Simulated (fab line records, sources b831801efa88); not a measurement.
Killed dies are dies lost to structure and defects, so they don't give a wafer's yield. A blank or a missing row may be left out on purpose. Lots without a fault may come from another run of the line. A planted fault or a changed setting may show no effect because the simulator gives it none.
fab line records | flow gf180mcu
record lots=13 wafers=39 last_day=34
route steps=602 shown STI@26 DNWELL@41 VT_IMPLANT@108
lots that met no fault: from a run of the same line without faults
start_h: hours from the record's first day to the start of the lot's first wafer shown | wait_h: hours since the lot's step before | " the same as in the row above | L1.1+2: a row that stands for several wafers | - no value, or no start given | * or withheld: withheld | < > ~ a bound
route shown NAME@n: a module of which the file shows steps, and the number in the route of the first | usual: mean/standard deviation of fault-free wafers | same: alike in all rows | chamber/n: place in a boat | sites: the reading at each site | _std_site: their standard deviation | _edge_site: outer sites' mean less inner sites' | radius_mm: how far each site lies from the wafer's centre | mask NAME#n: copy n | behind: the tool/chamber that last shaped the wafer | hold: why the lot was held/for how many hours/how that ended | device: the transistor (n, p or np) that didn't switch | end of line: the same wafers' tests at the end of the route | a step without rows: its recipe alone | killed: dies lost to structure and defects at the first sort, not the wafer's yield | map: a wafer's dies, x killed, . not, _ none there
set.NAME: the setting as run; set.NAME@STEP: as run at that earlier step | model.NAME: the simulator's own value behind a step, which no gauge read
steps of the route over a sample of lots; a table a step, a row a wafer
services: from which hour (start_h, from the record's first day; less than 0 if before it) a tool's chamber was out of use, for how many hours, and why
## steps
# step GF_STI_CMP_25
# recipe stop_on=Si3N4 t_overpolish_s=33 down_force_psi=4 platen_rpm=60 target_thk_nm=524.6 pad_velocity_m_s=0.94248
# usual motor_current_A=11.9/0.7 overpolish_run_s=33.000/0.009 time_to_endpoint_s=125/4
# same t_overpolish_s=33
# columns lot.wafer tool chamber start_h wait_h motor_current_A overpolish_run_s time_to_endpoint_s
L502.1 cmp-02 2 27.08 0.1 11.1 33.002 127
L502.6 " 1 " " 11.6 33.001 125
L502.5 " 2 " " 11.3 33.012 133
L503.4 cmp-01 1 32.38 0.0 11.8 32.998 127
L503.3 " 2 " " 11.4 32.999 126
L503.1 " 3 " " 12.2 33.002 128
L504.1 cmp-02 1 37.54 0.1 11.3 33.004 126
L504.4 " 2 " " 10.8 33.004 130
L504.6 " 1 " " 11.0 32.985 122
L505.2 cmp-01 1 41.92 0.1 12.2 33.018 125
L505.4 " 3 " " 11.1 32.991 127
L505.6 " 1 " " 13.2 33.007 126
L506.1 cmp-02 2 50.48 0.1 11.3 32.987 128
L506.2 " 3 " " 12.7 33.022 122
L506.3 " 1 " " 11.9 33.021 124
L507.3 cmp-01 2 54.50 0.0 11.5 33.020 122
L507.1 " 3 " " 11.3 33.015 126
L507.2 " 1 " " 12.4 32.999 125
L508.2 cmp-02 0 58.12 0.0 11.5 32.997 123
L508.1 " 3 " " 12.9 33.015 122
L508.6 " 1 " " 11.5 32.986 123
L509.4 cmp-02 0 65.04 0.0 12.3 32.988 125
L509.1 " 2 " " 10.8 33.010 130
L509.3 " 3 " " 13.5 32.992 124
L514.1 cmp-02 0 90.54 0.2 11.5 32.977 122
L514.6 " 1 " " 11.5 33.008 123
L514.5 " 2 " " 11.3 33.009 128
L516.2 cmp-01 1 101.19 0.0 11.9 33.014 124
L516.3 " 2 " " 11.6 33.008 122
L516.4 " 3 " " 11.5 33.002 122
L517.4 cmp-01 1 106.35 0.1 11.5 33.010 118
L517.3 " 2 " " 11.1 33.004 117
L517.2 " 3 " " 11.8 33.002 121
L521.1 cmp-01 0 124.55 0.1 13.4 32.993 129
L521.4 " 1 " " 11.2 33.006 126
L521.6 " 3 " " 11.6 32.993 126
L524.4 cmp-02 1 141.14 0.1 11.1 32.992 129
L524.6 " 3 " " 13.2 33.003 126
L524.5 " 0 " " 11.5 33.001 129
# step GF_DNWELL_TW_MEAS_09
# usual DNWELL_TW=1354/18
# columns lot.wafer tool chamber start_h wait_h DNWELL_TW
L502.1 film_metro-02 - 42.22 0.1 1371
L502.5 " - " " 1374
L502.6 " - " " 1382
L503.1 film_metro-02 - 47.30 0.1 1370
L503.3 " - " " 1371
L503.4 " - " " 1368
L504.1 film_metro-02 - 52.87 0.1 1371
L504.4 " - " " 1375
L504.6 " - " " 1373
L505.2 film_metro-02 - 56.83 0.1 1372
L505.4 " - " " 1368
L505.6 " - " " 1375
L506.1 film_metro-02 - 66.87 0.1 1379
L506.2 " - " " 1378
L506.3 " - " " 1372
L507.1 film_metro-03 - 69.77 0.1 1355
L507.2 " - " " 1353
L507.3 " - " " 1347
L508.1 film_metro-03 - 73.75 0.1 1344
L508.2 " - " " 1338
L508.6 " - " " 1353
L509.1 film_metro-03 - 80.85 0.1 1348
L509.3 " - " " 1347
L509.4 " - " " 1352
L514.1 film_metro-01 - 107.00 0.1 1345
L514.5 " - " " 1346
L514.6 " - " " 1345
L516.2 film_metro-01 - 118.28 0.1 1329
L516.3 " - " " 1329
L516.4 " - " " 1334
L517.2 film_metro-01 - 123.38 0.1 1331
L517.3 " - " " 1334
L517.4 " - " " 1338
L521.1 film_metro-02 - 143.42 0.1 1364
L521.4 " - " " 1365
L521.6 " - " " 1371
L524.4 film_metro-01 - 159.28 0.1 1342
L524.5 " - " " 1334
L524.6 " - " " 1335
# step GF_VT_IMPLANT_OVL_MEAS_18
# usual VT_IMPLANT_01_OVL=0.2/1.3
# columns lot.wafer tool chamber start_h wait_h VT_IMPLANT_01_OVL[nm]
L502.1 overlay-01 - 125.62 0.1 -1.2
L502.5 " - " " 0.1
L502.6 " - " " -0.6
L503.1 overlay-01 - 129.20 0.1 -1.0
L503.3 " - " " -2.7
L503.4 " - " " -1.0
L504.1 overlay-02 - 137.57 0.1 0.3
L504.4 " - " " 1.6
L504.6 " - " " 1.8
L505.2 overlay-02 - 142.53 0.1 -0.7
L505.4 " - " " 0.0
L505.6 " - " " 0.7
L506.1 overlay-02 - 154.22 0.1 -0.5
L506.2 " - " " 0.5
L506.3 " - " " -1.5
L507.1 overlay-01 - 159.67 0.1 0.2
L507.2 " - " " -0.1
L507.3 " - " " -0.4
L508.1 overlay-02 - 162.57 0.1 0.3
L508.2 " - " " -1.5
L508.6 " - " " -0.9
L509.1 overlay-01 - 170.67 0.1 -0.8
L509.3 " - " " 0.5
L509.4 " - " " -2.4
L514.1 overlay-02 - 201.55 0.1 0.8
L514.5 " - " " 2.7
L514.6 " - " " 2.3
L516.2 overlay-02 - 216.15 0.1 2.1
L516.3 " - " " 3.0
L516.4 " - " " 0.8
L517.2 overlay-01 - 223.30 0.1 -0.1
L517.3 " - " " -0.7
L517.4 " - " " -1.2
L521.1 overlay-01 - 246.77 0.1 -2.2
L521.4 " - " " 0.7
L521.6 " - " " -1.5
L524.4 overlay-01 - 264.36 0.1 0.3
L524.5 " - " " -1.1
L524.6 " - " " 0.0
# step GF_VT_IMPLANT_COAT_35
# recipe resist=NOVOLAK spin_rpm=3000 resist_thk_nm=1000
# columns lot.wafer tool chamber start_h wait_h
L502.1+5+6 litho_track-03 0 148.25 0.1
L503.1+3+4 litho_track-04 0 152.82 0.1
L504.1+4+6 litho_track-04 0 161.32 0.1
L505.2+4+6 litho_track-04 0 165.55 0.1
L506.1+2+3 litho_track-01 0 178.32 0.1
L507.1+2+3 litho_track-01 0 183.17 0.1
L508.1+2+6 litho_track-04 0 186.92 0.1
L509.1+3+4 litho_track-03 0 194.85 0.1
L514.1+5+6 litho_track-01 0 227.72 0.1
L516.2+3+4 litho_track-03 0 242.17 0.1
L517.2+3+4 litho_track-01 0 251.89 0.1
L521.1+4+6 litho_track-03 0 276.25 0.1
L524.4+5+6 litho_track-03 0 294.07 0.1
# step GF_VT_IMPLANT_STRIP_42
# recipe chemistry=O2/N2 power_w=1400 pressure_mtorr=1500 platen_temp_c=250 o2_flow_sccm=3000 n2_flow_sccm=300 overash_fraction=0.5
# usual drypump_motor_current_A=5.2/0.52 heater_power_w=304/33 oes_product_au=0.717/0.0041 platen_temp_c=249.98/0.19 strip_time_to_endpoint_s=12.62/0.032
# columns lot.wafer tool chamber start_h wait_h drypump_motor_current_A heater_power_w oes_product_au platen_temp_c rf_hours_counter_h strip_time_to_endpoint_s
L502.1 plasma_asher-04 1 156.18 0.1 5.2 355 0.719 250.12 34 12.62
L502.5 " 1 " " 5.2 358 0.710 249.94 - 12.61
L502.6 " 0 " " 4.7 275 0.716 249.81 - 12.61
L503.1 plasma_asher-01 0 160.93 0.1 5.6 281 0.717 249.93 51 12.63
L503.3 " 0 " " 5.6 285 0.717 250.07 - 12.64
L503.4 " 1 " " 4.8 276 0.719 249.87 - 12.64
L504.1 plasma_asher-04 1 169.91 0.1 5.3 346 0.713 250.09 36 12.57
L504.4 " 1 " " 5.3 354 0.709 250.06 - 12.60
L504.6 " 1 " " 5.3 354 0.718 250.02 - 12.57
L505.2 plasma_asher-04 1 174.33 0.1 5.3 359 0.717 250.15 36 12.64
L505.4 " 0 " " 4.8 272 0.714 249.84 - 12.65
L505.6 " 0 " " 4.7 275 0.725 250.23 - 12.61
L506.1 plasma_asher-01 1 186.48 0.1 4.8 269 0.713 250.01 54 12.60
L506.2 " 0 " " 5.6 272 0.724 250.25 54 12.63
L506.3 " 1 " " 4.8 278 0.719 249.98 - 12.64
L507.1 plasma_asher-03 1 191.57 0.1 6.1 334 0.714 249.95 6 12.62
L507.2 " 0 " " 4.7 330 0.721 250.24 6 12.58
L507.3 " 1 " " 6.1 323 0.721 249.99 - 12.60
L508.1 plasma_asher-03 0 195.63 0.1 4.7 331 0.724 249.89 6 12.59
L508.2 " 1 " " 6.1 334 0.716 250.12 6 12.60
L508.6 " 0 " " 4.7 343 0.719 249.97 - 12.57
L509.1 plasma_asher-01 0 203.41 0.1 5.6 278 0.712 250.16 56 12.65
L509.3 " 1 " " 4.8 269 0.721 250.11 - 12.67
L509.4 " 0 " " 5.6 285 0.718 249.91 - 12.66
L514.1 plasma_asher-03 0 237.41 0.1 4.7 331 0.719 250.06 10 12.03
L514.5 " 0 " " 4.7 333 0.718 249.97 - 11.98
L514.6 " 1 " " 6.1 340 0.714 250.07 - 12.01
L516.2 plasma_asher-03 0 252.95 0.1 4.7 327 0.712 249.93 12 12.64
L516.3 " 0 " " 4.7 339 0.720 249.82 - 12.61
L516.4 " 1 " " 6.1 327 0.715 249.90 - 12.60
L517.2 plasma_asher-01 0 261.45 0.1 5.6 283 0.715 249.89 62 11.94
L517.3 " 1 " " 4.8 275 0.719 249.98 - 11.99
L517.4 " 0 " " 5.6 283 0.717 250.04 - 11.95
L521.1 plasma_asher-03 1 285.88 0.1 6.1 333 0.721 250.30 15 12.64
L521.4 " 1 " " 6.1 337 0.718 249.96 - 12.65
L521.6 " 0 " " 4.7 334 0.718 250.18 - 12.66
L524.4 plasma_asher-04 1 304.21 0.1 5.3 361 0.715 250.09 - 12.61
L524.5 " 0 " " 4.7 274 0.718 249.78 - 12.63
L524.6 " 1 " " 5.3 362 0.711 249.69 - 12.62
## services
# columns tool chamber start_h hours kind
plasma_asher-04 - 3.85 2.8 pm
plasma_asher-04 - 7.37 6.7 repair
cmp-02 - 35.58 0.9 repair
cmp-01 - 58.07 0.7 repair
cmp-01 - 64.00 4.0 pm
cmp-01 - 68.00 - consumable_replace:conditioner
cmp-01 - 68.00 - consumable_replace:pad
plasma_asher-03 - 88.46 1.3 repair
plasma_asher-04 - 95.53 10.6 repair
plasma_asher-03 - 108.75 9.0 pm
plasma_asher-03 0 108.75 9.0 vent_cycle
plasma_asher-03 1 108.75 9.0 vent_cycle
plasma_asher-01 - 155.15 2.8 pm
cmp-01 - 167.44 1.3 repair
plasma_asher-03 - 169.62 14.6 pm
cmp-01 - 181.52 11.2 repair
cmp-02 - 193.00 5.6 pm
plasma_asher-01 - 225.02 1.3 repair
plasma_asher-04 - 227.94 4.3 repair
cmp-02 - 232.00 4.0 pm
cmp-02 - 236.00 - consumable_replace:conditioner
cmp-02 - 236.00 - consumable_replace:pad
plasma_asher-04 - 268.51 13.9 repair
plasma_asher-03 - 276.74 2.1 repair
## key
first_sign step=GF_VT_IMPLANT_STRIP_42 reading=strip_time_to_endpoint_s direction=down sigmas=20 usual=* struck=*
effect none on later readings
met_at GF_VT_IMPLANT_COAT_35
struck_lots L514,L517
tester_left_out L514,L517
not_acting_at GF_STI_CMP_25,GF_DNWELL_TW_MEAS_09,GF_VT_IMPLANT_OVL_MEAS_18
onset_between 183.17 227.72
fault kind=process_parameter_drift tool=litho_track-01 chamber=- onset_h=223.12 steps=GF_VT_IMPLANT_COAT_35 channel=resist_thk_nm offset=* shape=step end_h=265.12 acts_in=* stated=*
# tester_left_out: of these lots the tester's yield and bins aren't shown, on N5 and GAA mostly nor the transistor test; their killed dies are dies lost to structure and defects alone, not to doping, threshold or leakage, so they don't give the yield
